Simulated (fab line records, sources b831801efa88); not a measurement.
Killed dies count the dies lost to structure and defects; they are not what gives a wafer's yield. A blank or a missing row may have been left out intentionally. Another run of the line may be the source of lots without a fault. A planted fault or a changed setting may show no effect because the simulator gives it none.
Which tool is to blame? -- flow sky130 -- Sampling: 12 lots, 36 wafers, 3 of 708 route steps

== WHAT THE GAUGES SHOWED, per wafer ==
SKY_PWDE_TW_MEAS_10. Usual: PWDE_TW gives 373.9 (standard deviation 2.7).
lot,measured,on,PWDE_TW,flag
L416,day 3 21:51,film metro-04,374.6 376.4 375.7,
L417,day 4 03:22,film metro-04,371.0 374.7 372.6,
L418,day 4 09:25,film metro-04,374.6 371.1 373.6,
L419,day 4 14:13,film metro-03,375.6 375.7 376.1,
L427,day 6 11:04,film metro-01,369.6 369.0 371.1,
L428,day 6 17:45,film metro-04,378.4 379.1 379.7,
L429,day 6 22:48,film metro-01,370.6 371.6 370.8,
L430,day 7 04:12,film metro-03,372.2 375.1 373.5,
L431,day 7 07:00,film metro-03,374.7 373.6 374.6,
L437,day 8 21:55,film metro-04,377.9 374.3 377.1,
L438,day 9 03:24,film metro-01,371.4 372.4 371.9,
L439,day 9 08:18,film metro-03,372.9 372.2 373.3,

SKY_NWELL_TW_MEAS_26. Usual: NWELL_2_TW gives 496 (standard deviation 3.6).
lot,measured,on,NWELL_2_TW,flag
L416,day 5 09:48,film metro-01,492 493 493,
L417,day 5 15:52,film metro-01,492 492 493,
L418,day 5 21:17,film metro-03,497 495 496,
L419,day 6 02:46,film metro-04,502 499 499,
L427,day 8 02:29,film metro-03,496 496 498,
L428,day 8 09:21,film metro-01,493 492 493,
L429,day 8 16:19,film metro-01,492 493 494,
L430,day 8 20:33,film metro-01,491 495 494,
L431,day 9 00:49,film metro-03,492 491 494,
L437,day 10 18:04,film metro-01,493 494 492,
L438,day 11 00:36,film metro-03,497 498 499,
L439,day 11 05:54,film metro-04,500 498 498,

== WHICH TOOL RAN EACH LOT (tool, then ch and the chambers of the sampled wafers, then the start) ==
lot,SKY_NWELL_STRIP_25
L416,"plasma asher-01 ch 0,1, day 5 09:42"
L417,"plasma asher-03 ch 0,1, day 5 15:45"
L418,"plasma asher-04 ch 0,1, day 5 21:10"
L419,"plasma asher-03 ch 0,1, day 6 02:41"
L427,"plasma asher-04 ch 0,1, day 8 02:23"
L428,"plasma asher-01 ch 1, day 8 09:15"
L429,"plasma asher-04 ch 0,1, day 8 16:13"
L430,"plasma asher-01 ch 0,1, day 8 20:27"
L431,"plasma asher-01 ch 0,1, day 9 00:43"
L437,"plasma asher-04 ch 0,1, day 10 17:57"
L438,"plasma asher-04 ch 0,1, day 11 00:30"
L439,"plasma asher-01 ch 0,1, day 11 05:48"
- SKY_NWELL_STRIP_25: strips in O2/N2.

== WHAT THE TOOLS THEMSELVES READ (means of the sampled wafers that have a number; where no wafer has one, the mark that the record gives instead) ==
SKY_NWELL_STRIP_25. Usual: chamber pressure mTorr 1500.2 mTorr, standard deviation 1.4; drypump motor current A 5.93 A, standard deviation 0.29; oes product au 0.722 a.u., standard deviation 0.0042; strip time to endpoint s 36.74 s, standard deviation 0.12.
lot,tool,chamber pressure mTorr (mTorr),drypump motor current A (A),oes product au (a.u.),strip time to endpoint s (s),flag
L416,plasma asher-01,1499.1,5.96,0.722,36.62,
L417,plasma asher-03,1499.7,5.69,0.723,36.60,
L418,plasma asher-04,1501.2,6.09,0.725,36.63,
L419,plasma asher-03,1499.2,5.70,0.724,36.80,
L427,plasma asher-04,1499.7,6.09,0.724,36.70,
L428,plasma asher-01,1499.5,5.43,0.720,36.61,
L429,plasma asher-04,1499.7,6.05,0.726,36.84,
L430,plasma asher-01,1501.1,5.97,0.723,36.79,
L431,plasma asher-01,1501.1,5.69,0.723,36.86,
L437,plasma asher-04,1500.2,6.09,0.722,36.75,
L438,plasma asher-04,1501.0,6.07,0.720,36.73,
L439,plasma asher-01,1498.5,5.71,0.720,36.66,

== THE ANSWER, worked out from the rows above alone ==
Rule: lot off if the mean of its wafers having a number is beyond 3 standard deviations from the usual mean. A lot without any number at a reading at which 4 lots or more have one is off too. Any other lot the step has rows for is counted as sound. Order of review: gauges by route order, followed by the tools' own readings, for which a lot's mean as printed above is used. The first step at which some lot is off is used, and at that step the reading that is off furthest; a lot without a number counts as furthest.
No lot is off at any reading shown: from this, nothing can be told.

== WHAT WAS PUT IN BY THE SIMULATOR ==
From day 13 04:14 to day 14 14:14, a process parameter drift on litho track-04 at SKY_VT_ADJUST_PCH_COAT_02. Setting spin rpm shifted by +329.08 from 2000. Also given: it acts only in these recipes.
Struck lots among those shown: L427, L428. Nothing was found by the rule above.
